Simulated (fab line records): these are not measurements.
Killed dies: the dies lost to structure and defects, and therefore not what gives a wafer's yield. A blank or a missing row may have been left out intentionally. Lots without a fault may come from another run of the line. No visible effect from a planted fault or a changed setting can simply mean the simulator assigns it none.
Which tool is to blame? || flow sfq line || route of 325 steps, sampled at 1 step: 14 lots, 41 wafers

## WHAT THE GAUGES SHOWED, per wafer
The record holds no reading of a measuring or inspecting step that can be judged against a usual standard deviation.

## WHAT TOOL EACH LOT RAN ON (gives the tool, then ch and the chambers of the sampled wafers, and finally the start)
{"lot": "L280", "SFQ_TRILAYER_I7_VIA_ETCH_VIA_ETCH_190": "rie diel-04 ch 0,1,3, day 73 22:47"}
{"lot": "L281", "SFQ_TRILAYER_I7_VIA_ETCH_VIA_ETCH_190": "rie diel-02 ch 1,2,3, day 74 03:35"}
{"lot": "L282", "SFQ_TRILAYER_I7_VIA_ETCH_VIA_ETCH_190": "rie diel-04 ch 1,2,3, day 74 05:59"}
{"lot": "L283", "SFQ_TRILAYER_I7_VIA_ETCH_VIA_ETCH_190": "rie diel-04 ch 0,2, day 74 23:55"}
{"lot": "L284", "SFQ_TRILAYER_I7_VIA_ETCH_VIA_ETCH_190": "rie diel-03 ch 0,3, day 75 02:19"}
{"lot": "L285", "SFQ_TRILAYER_I7_VIA_ETCH_VIA_ETCH_190": "rie diel-02 ch 1,2,3, day 80 00:34"}
{"lot": "L287", "SFQ_TRILAYER_I7_VIA_ETCH_VIA_ETCH_190": "rie diel-03 ch 0,2,3, day 80 06:34"}
{"lot": "L288", "SFQ_TRILAYER_I7_VIA_ETCH_VIA_ETCH_190": "rie diel-02 ch 0,1,3, day 80 16:10"}
{"lot": "L289", "SFQ_TRILAYER_I7_VIA_ETCH_VIA_ETCH_190": "rie diel-03 ch 0,3, day 80 23:22"}
{"lot": "L290", "SFQ_TRILAYER_I7_VIA_ETCH_VIA_ETCH_190": "rie diel-04 ch 0,1, day 81 01:46"}
{"lot": "L291", "SFQ_TRILAYER_I7_VIA_ETCH_VIA_ETCH_190": "rie diel-03 ch 0,1,2, day 81 06:34"}
{"lot": "L292", "SFQ_TRILAYER_I7_VIA_ETCH_VIA_ETCH_190": "rie diel-04 ch 1,2,3, day 81 12:34"}
{"lot": "L297", "SFQ_TRILAYER_I7_VIA_ETCH_VIA_ETCH_190": "rie diel-04 ch 0,1,3, day 82 16:11"}
{"lot": "L303", "SFQ_TRILAYER_I7_VIA_ETCH_VIA_ETCH_190": "rie diel-04 ch 1,3, day 83 14:08"}
- SFQ_TRILAYER_I7_VIA_ETCH_VIA_ETCH_190: etches SiO2 in CHF3, stops on Nb, target depth 260 nm.

## WHAT THE TOOLS THEMSELVES READ (means of the sampled wafers that have a number; where no wafer has one, the mark that the record gives instead)
SFQ_TRILAYER_I7_VIA_ETCH_VIA_ETCH_190.
{"lot": "L280", "tool": "rie diel-04", "bias w (W)": 80.07, "drypump motor current A (A)": 5.7, "oes product au (a.u.)": 0.862}
{"lot": "L281", "tool": "rie diel-02", "bias w (W)": 79.86, "drypump motor current A (A)": 5.7, "oes product au (a.u.)": 0.853}
{"lot": "L282", "tool": "rie diel-04", "bias w (W)": 80.27, "drypump motor current A (A)": 5.5, "oes product au (a.u.)": 0.856}
{"lot": "L283", "tool": "rie diel-04", "bias w (W)": 79.97, "drypump motor current A (A)": 5.4, "oes product au (a.u.)": 0.860}
{"lot": "L284", "tool": "rie diel-03", "bias w (W)": 79.83, "drypump motor current A (A)": 5.7, "oes product au (a.u.)": 0.854}
{"lot": "L285", "tool": "rie diel-02", "bias w (W)": 80.22, "drypump motor current A (A)": 5.7, "oes product au (a.u.)": 0.858}
{"lot": "L287", "tool": "rie diel-03", "bias w (W)": 80.28, "drypump motor current A (A)": 5.7, "oes product au (a.u.)": 0.854}
{"lot": "L288", "tool": "rie diel-02", "bias w (W)": 80.11, "drypump motor current A (A)": 5.7, "oes product au (a.u.)": 0.858}
{"lot": "L289", "tool": "rie diel-03", "bias w (W)": 63.20, "drypump motor current A (A)": 5.4, "oes product au (a.u.)": 0.855}
{"lot": "L290", "tool": "rie diel-04", "bias w (W)": 80.23, "drypump motor current A (A)": 5.8, "oes product au (a.u.)": 0.847}
{"lot": "L291", "tool": "rie diel-03", "bias w (W)": 63.42, "drypump motor current A (A)": 5.6, "oes product au (a.u.)": 0.854}
{"lot": "L292", "tool": "rie diel-04", "bias w (W)": 79.91, "drypump motor current A (A)": 5.5, "oes product au (a.u.)": 0.851}
{"lot": "L297", "tool": "rie diel-04", "bias w (W)": 80.24, "drypump motor current A (A)": 5.8, "oes product au (a.u.)": 0.854}
{"lot": "L303", "tool": "rie diel-04", "bias w (W)": 80.05, "drypump motor current A (A)": 5.6, "oes product au (a.u.)": 0.854}

## THE ANSWER, worked out from the rows above alone
Rule: usual is defined by the lots themselves. Put in order of their means at a reading, lots are off if they are a third of the lots or fewer, leave a main group of 4 or more, and stand apart from it by a gap of 3 or more times the standard deviation of the main group's means; of several such gaps the widest counts. If all means in a main group match to the digits the tables above print for the reading, that group is not used. Also off: a lot with no number at a reading for which 4 or more lots have one. All remaining lots with rows at the step are treated as sound. The gauges are gone through in route order, then the tools' own readings, and for those a lot's mean is taken as printed above. The first step at which some lot is off is used, and at that step the reading that is off furthest; a lot without a number counts as furthest.
Off, at SFQ_TRILAYER_I7_VIA_ETCH_VIA_ETCH_190 on bias w: L289, L291. The main group: mean 80.09 W, standard deviation 0.16.
A tool fits if, at that step or a process step before it, it ran every lot that is off, and no sound lot after the first of them. One fits: rie diel-03 at SFQ_TRILAYER_I7_VIA_ETCH_VIA_ETCH_190. Its last sound lot is L287 (day 80 06:34), its first lot that is off L289 (day 80 23:22): a fault that began between those two fits.
The tool's own readings at SFQ_TRILAYER_I7_VIA_ETCH_VIA_ETCH_190 bear it out: on the lots that are off they differ by more than 5 times the standard deviation of the sound lots' means. bias w reads 63.31 W there against 80.09 W on the sound lots.

## WHAT WAS PUT IN BY THE SIMULATOR
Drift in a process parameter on rie diel-03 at SFQ_TRILAYER_I7_VIA_ETCH_VIA_ETCH_190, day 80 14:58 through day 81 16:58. The setting bias w was moved by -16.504, starting from 80. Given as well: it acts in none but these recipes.
Shown lots that were struck: L289, L291. The rule above reached the same finding.
